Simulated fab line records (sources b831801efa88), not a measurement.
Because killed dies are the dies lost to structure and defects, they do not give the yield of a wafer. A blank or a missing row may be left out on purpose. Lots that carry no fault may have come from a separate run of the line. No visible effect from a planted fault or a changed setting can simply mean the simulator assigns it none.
Matching of chambers	flow sfq line	SFQ_TRILAYER_I5_BARC_OPEN_VIA_ETCH_200 on rie diel-04 has 4 sister chambers
The step etches BARC in O2, target depth 125 nm, time 41.7 s. 14 wafers are shown with their chamber, then 6 later ones without.

== WAFERS PAIRED WITH THEIR CHAMBERS ==
wafer	chamber	drypump motor current A (A)	rf fwd power W (W)	oes product au (a.u.)
L260.1	1	4.7	495.2	0.694
L260.4	0	5.8	493.8	0.685
L260.6	1	4.7	496.7	0.678
L262.1	0	5.7	494.2	0.678
L262.4	0	5.7	494.4	0.689
L262.6	3	6.1	499.4	0.685
L265.3	1	4.7	495.1	0.687
L265.4	3	6.1	500.0	0.681
L265.6	1	4.7	494.0	0.675
L267.2	3	6.1	496.8	0.678
L267.3	1	4.7	494.9	0.686
L267.5	3	6.1	499.1	0.689
L268.2	3	6.1	496.5	0.683
L268.4	2	6.5	494.1	0.691

SIGNATURES, as means of the wafers listed above
reading	chamber 0	chamber 1	chamber 2	chamber 3	scatter within a chamber
drypump motor current A	5.733	4.700	6.500	6.100	0.0258
rf fwd power W	494.133	495.180	494.100	498.360	1.19
oes product au	0.68400	0.68400	0.69100	0.68320	0.00601
Rule: for each reading, subtract the chamber's mean from the wafer's reading, divide by that reading's scatter and square the result; add these up over the readings and take the root, which gives the wafer's distance from the chamber. If the next closest chamber is less than 2 further off than the closest, the wafer can't be placed; otherwise it belongs to the closest. How the scatter is found: for the shown wafers, subtract from each reading the mean of its chamber, square and add these, divide the total by (wafers less chambers), then take the root.

== WAFERS WITH NO CHAMBER GIVEN ==
wafer	drypump motor current A (A)	rf fwd power W (W)	oes product au (a.u.)
L270.3	6.5	495.1	0.679
L270.5	6.1	496.3	0.690
L270.6	6.5	495.7	0.681
L281.2	4.7	495.9	0.688
L281.3	6.1	497.2	0.680
L281.5	6.1	498.3	0.678

== THE CHAMBER EACH PASSED THROUGH ==
wafer	from the rows above	in truth
L270.3	2	2
L270.5	3	3
L270.6	2	2
L281.2	1	1
L281.3	3	3
L281.5	3	3
6 of 6 placed correctly. Not placeable from these rows: 0. 0 placed wrongly.
